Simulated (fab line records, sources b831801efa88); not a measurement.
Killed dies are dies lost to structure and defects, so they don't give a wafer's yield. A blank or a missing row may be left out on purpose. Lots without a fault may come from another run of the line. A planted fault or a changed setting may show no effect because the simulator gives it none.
Which tool did it? | flow gf180mcu | 6 lots, 18 wafers sampled, at 2 steps of a route of 602

WHAT THE GAUGES READ, wafer by wafer
GF_HV_LDD_TW_MEAS_11.
lot  | measured     | on            | HV_LDD_TW
L809 | day 11 14:50 | film_metro-01 | 2446 2451 2438
L812 | day 12 08:14 | film_metro-03 | 2432 2438 2428
L814 | day 12 23:55 | film_metro-02 | 2409 2411 2395
L816 | day 13 07:10 | film_metro-03 | 2215 2225 2224 2229 2206 2231
L825 | day 16 04:27 | film_metro-02 | 2407 2402 2393
L827 | day 16 18:16 | film_metro-03 | 2437 2446 2436

WHICH TOOL RAN EACH LOT (tool, then ch and the chambers of the sampled wafers, then the start)
lot  | GF_HV_LDD_IMPLANT_09
L809 | implanter-04 ch 0, day 11 14:36
L812 | implanter-03 ch 0, day 12 07:59
L814 | implanter-01 ch 0, day 12 23:43
L816 | implanter-03 ch 0, day 13 06:56
L825 | implanter-01 ch 0, day 16 04:13
L827 | implanter-03 ch 0, day 16 18:01
- GF_HV_LDD_IMPLANT_09

THE ANSWER, worked out from the rows above alone
Rule: what is usual is taken from the lots themselves. Put in order of their means at a reading, lots are off if they are a third of the lots or fewer, leave a main group of 4 or more, and stand apart from it by a gap of 3 or more times the standard deviation of the main group's means; of several such gaps the widest counts. A main group whose means are all the same, to the digits that the tables above print for the reading, isn't used. A lot without any number at a reading at which 4 lots or more have one is off too. The other lots that the step has rows for count as sound.
Off: L816, at GF_HV_LDD_TW_MEAS_11 (HV_LDD_TW). The main group: mean 2425, standard deviation 18.
A tool fits if, at a process step before that reading, it ran every lot that is off, and no sound lot after the first of them. The gauges at GF_HV_LDD_TW_MEAS_11 are tried like those tools. None of those tried fits.

WHAT THE SIMULATOR HAD PUT IN
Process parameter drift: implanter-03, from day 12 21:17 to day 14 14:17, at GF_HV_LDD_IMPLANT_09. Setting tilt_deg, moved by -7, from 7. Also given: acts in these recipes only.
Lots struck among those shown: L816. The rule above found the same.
